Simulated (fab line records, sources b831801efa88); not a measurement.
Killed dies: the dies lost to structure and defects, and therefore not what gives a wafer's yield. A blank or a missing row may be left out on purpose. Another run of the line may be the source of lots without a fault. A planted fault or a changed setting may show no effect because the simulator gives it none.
Code-filled problem report in 8D (eight disciplines) form	flow sky130	the parts of the form that need people (team, actions taken, sign-off) are left out

## 1. WHAT WENT WRONG
At SKY_CAP2M_SOFTBAKE_08, heaterPowerTotalW averages 54.17 W over 6 wafers from 2 lots, while fault-free wafers read 56.60 W, standard deviation 0.042. Measured from the usual mean, that is -58 standard deviations.
The step: time 60 s.
First seen on wafer L917.2, day 44 09:49, on lithoTrack-02. The record holds 18 wafers of 6 lots with a number at this step. By rule, "out" or "out of limits" means more than 4 standard deviations away from the usual mean. All remaining wafers that have a number are taken as sound.

## 2. WHAT IT IS, WHAT IT ISN'T
question	is	is not
which readings at this step	heaterPowerTotalW, plateTempC	exhaustPa
which lots	L917, L920	L906, L915, L924, L928
which wafers of those lots	all that have a number	-
read on which tools	lithoTrack-02	lithoTrack-01, lithoTrack-03
when	from day 44 09:49	up to then (6 sound wafers); but 6 sound wafers of L924, L928 came after

## 3. WHAT RULES OUT EACH SUSPECT
Counting: a tool at any process step up to the reading remains a suspect when it ran all the lots that are out and ran no sound lot after the first of those.
- lithoTrack-02 at SKY_CAP2M_SOFTBAKE_08 (time 60 s): kept. Every lot that is out went through it, starting with L917 (day 44 09:49), and after that it ran no sound lot; the last sound lot it ran before then is L915 (day 43 06:50). On those wafers its own readings are out: heaterPowerTotalW, plateTempC.
After counting, what remains is lithoTrack-02 at SKY_CAP2M_SOFTBAKE_08.

## 4. THE CAUSE (what the simulator had put in)
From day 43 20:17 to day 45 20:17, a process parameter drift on lithoTrack-02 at SKY_CAP2M_SOFTBAKE_08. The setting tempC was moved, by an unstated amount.
After counting, this tool was the only one left.

## 5. THE CHAIN OF EFFECTS, in route order
Each row: a reading where the mean over the struck wafers with a number is more than 3 standard deviations away from the usual. Scope: only readings with a usual standard deviation given in the record; hours: median across lots of the time from each lot's start at the first step in this table that gives one to its start at this step; sigmas: change in usual standard deviations.
hours	step	reading	usual	on struck wafers	change	sigmas
0	SKY_CAP2M_SOFTBAKE_08	heaterPowerTotalW	56.60 W	54.17	-2.43	-58
0	SKY_CAP2M_SOFTBAKE_08	plateTempC	90.03 C	87.31	-2.72	-21
Here are the process steps it includes:
- SKY_CAP2M_SOFTBAKE_08: time 60 s.
Later measuring or inspecting steps at which every struck wafer that the step has a row for has a number for every such reading, and none has moved that far: SKY_CAP2M_OVL_MEAS_12.

## 6. HOW IT WOULD HAVE BEEN CAUGHT EARLIER
In this record no reading fell out of limits until day 44 09:49, 14 hours after the fault had begun at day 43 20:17.
